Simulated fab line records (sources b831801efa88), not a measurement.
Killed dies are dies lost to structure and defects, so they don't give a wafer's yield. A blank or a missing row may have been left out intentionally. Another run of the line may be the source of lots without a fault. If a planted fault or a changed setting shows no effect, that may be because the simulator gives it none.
A struck lot beside a sound one + flow gf180mcu + 28 steps out of a route of 602
Sound: the wafers L106.1, L106.4, L106.5. Struck: wafer L101.2. The cause comes at the end.
Order at every step that has rows: each side's tool, ch and its chambers, its first start. Under that, the readings that differ: sound wafers + struck wafers + difference of the means + sigmas: that difference in standard deviations of wafers without a fault.
alike: words and numbers the same on both sides, and readings whose means are apart by under 2 such deviations; not compared: readings that were withheld, readings missing a value for some wafer, numbers with overlapping values and no deviation given by the record, and bounds like >300 which may hide the same value.
The two part at a step that has a row with sigmas, a row that says differs or no value, or rows on one side only. Numbers that don't overlap but have no deviation are shown without sigmas and don't part them. A reading that every wafer of one side lacks parts them only if that side has two wafers or more.

GF_CONTACT_STRIP_18: strips in O2/N2.
  sound on plasma_asher-03 ch 0,1, day 21 18:04; struck on plasma_asher-02 ch 0, day 19 09:37
| reading            | sound       | struck | difference | sigmas |
|--------------------|-------------|--------|------------|--------|
| heater_power_w (W) | 352 335 346 | 292    | -52        | -2     |
  alike: drypump_motor_current_A, n2_flow_sccm, oes_product_au
  not compared: rf_hours_counter_h
then, 3 steps without rows for these wafers: GF_CONTACT_CLEAN_19 (cleans in SPM); GF_CONTACT_CLEAN_20 (cleans in DIW); GF_CONTACT_CLEAN_21 (cleans in dHF, time 20 s).
GF_CONTACT_SPUTTER_22: material Ti, target thk 15 nm, time 80.02 s.
  sound on pvd_sputter-01, day 21 18:22; struck on pvd_sputter-04, day 19 09:55
  alike: throttle_valve_pct
then, 1 step without rows for these wafers: GF_CONTACT_SPUTTER_23 (material TiN, target thk 10 nm, time 40 s).
GF_CONTACT_CVD_24: deposits W, target thk 300 nm, time 90.339 s.
  sound on cvd_w-02 ch 1, day 21 18:28; struck on cvd_w-01 ch 1, day 19 10:01
  alike: chamber_pressure_Torr, heater_power_w
GF_CONTACT_RS_MEAS_25: the measuring method here is four-point-probe.
  sound on film_metro-03, day 21 18:34; struck on film_metro-01, day 19 10:08
  alike: CONTACT_W_RS
GF_CONTACT_THK_MEAS_26: measures by xrf.
  sound on film_metro-03, day 21 18:41; struck on film_metro-01, day 19 10:14
  alike: CONTACT_W_THK
then, 2 steps without rows for these wafers: GF_CONTACT_CMP_27 (polishes, stops on SiO2, t overpolish 15 s, target thk 0 nm); GF_M1_SPUTTER_00 (material Ti, target thk 37.5 nm, time 150 s).
GF_M1_SPUTTER_01: material TiN, target thk 30 nm, time 25 s.
  sound on pvd_sputter-02, day 21 19:08; struck on pvd_sputter-03, day 19 10:41
  alike: throttle_valve_pct
GF_M1_SPUTTER_02: material AlCu, target thk 450 nm, time 23.9 s.
  sound on pvd_sputter-02, day 21 19:10; struck on pvd_sputter-03, day 19 10:43
| reading                                 | sound             | struck | difference | sigmas |
|-----------------------------------------|-------------------|--------|------------|--------|
| model.AlCu_of_M1_SPUTTER_02.thk_nm (nm) | 453.9 450.3 450.6 | 411.8  | -39.8      |        |
  alike: throttle_valve_pct
GF_M1_SPUTTER_03: material Ti, target thk 10 nm, time 6.7 s.
  sound on pvd_sputter-02, day 21 19:12; struck on pvd_sputter-03, day 19 10:45
  alike: throttle_valve_pct
then, 1 step without rows for these wafers: GF_M1_SPUTTER_04 (material TiN, target thk 50 nm, time 41.7 s).
GF_M1_RS_MEAS_05: the measuring method here is four-point-probe.
  sound on film_metro-04, day 21 19:16; struck on film_metro-04, day 19 10:50
| reading             | sound                | struck | difference | sigmas |
|---------------------|----------------------|--------|------------|--------|
| M1_ALCU_RS (ohm/sq) | 0.0689 0.0694 0.0694 | 0.0759 | +0.0067    | +10    |
GF_M1_THK_MEAS_06: measures by xrf.
  sound on film_metro-04, day 21 19:23; struck on film_metro-04, day 19 10:56
| reading          | sound       | struck | difference | sigmas |
|------------------|-------------|--------|------------|--------|
| M1_ALCU_THK (nm) | 453 448 449 | 409    | -41        | -9     |
then, 7 steps without rows for these wafers: GF_M1_DEHYDRATE_07 (time 60 s); GF_M1_HMDS_08 (prime time 60 s); GF_M1_COAT_09 (resist thk 1000 nm); GF_M1_SOFTBAKE_10 (time 60 s); GF_M1_EXPOSE_11 (exposes mask Metal1, target cd 230 nm); GF_M1_PEB_12 (peb time 90 s); GF_M1_DEVELOP_13 (develop time 60 s).
GF_M1_CD_MEAS_14 targets a cd of 230 nm.
  sound on cd_sem-01, day 22 18:58; struck on cd_sem-02, day 20 10:17
  alike: cd_nm
GF_M1_OVL_MEAS_15:
  sound on overlay-02, day 22 19:05; struck on overlay-02, day 20 10:23
  alike: M1_OVL
GF_M1_METAL_ETCH_16: etches the open film in Cl2/BCl3, stops on SiO2, target depth 627.5 nm, time 104.6 s.
  sound on rie_metal-02 ch 0,1, day 22 19:08; struck on rie_metal-03 ch 1, day 20 10:28
| reading                     | sound                | struck | difference | sigmas |
|-----------------------------|----------------------|--------|------------|--------|
| drypump_motor_current_A (A) | 5.1 5.9 5.1          | 6.4    | +1.0       | +3     |
| oes_product_au (a.u.)       | 0.979 0.972 0.968    | 0.935  | -0.038     | -6     |
| throttle_valve_pct (%)      | 28.247 28.262 28.245 | 28.307 | +0.056     | +6     |
  not compared: rf_hours_counter_h
then, 1 step without rows for these wafers: GF_M1_STRIP_17 (strips in O2/N2).

## WHERE THEY PART
Last at GF_M1_METAL_ETCH_16 as far as this record goes, first at GF_CONTACT_STRIP_18.

WHY: what the simulator had put in
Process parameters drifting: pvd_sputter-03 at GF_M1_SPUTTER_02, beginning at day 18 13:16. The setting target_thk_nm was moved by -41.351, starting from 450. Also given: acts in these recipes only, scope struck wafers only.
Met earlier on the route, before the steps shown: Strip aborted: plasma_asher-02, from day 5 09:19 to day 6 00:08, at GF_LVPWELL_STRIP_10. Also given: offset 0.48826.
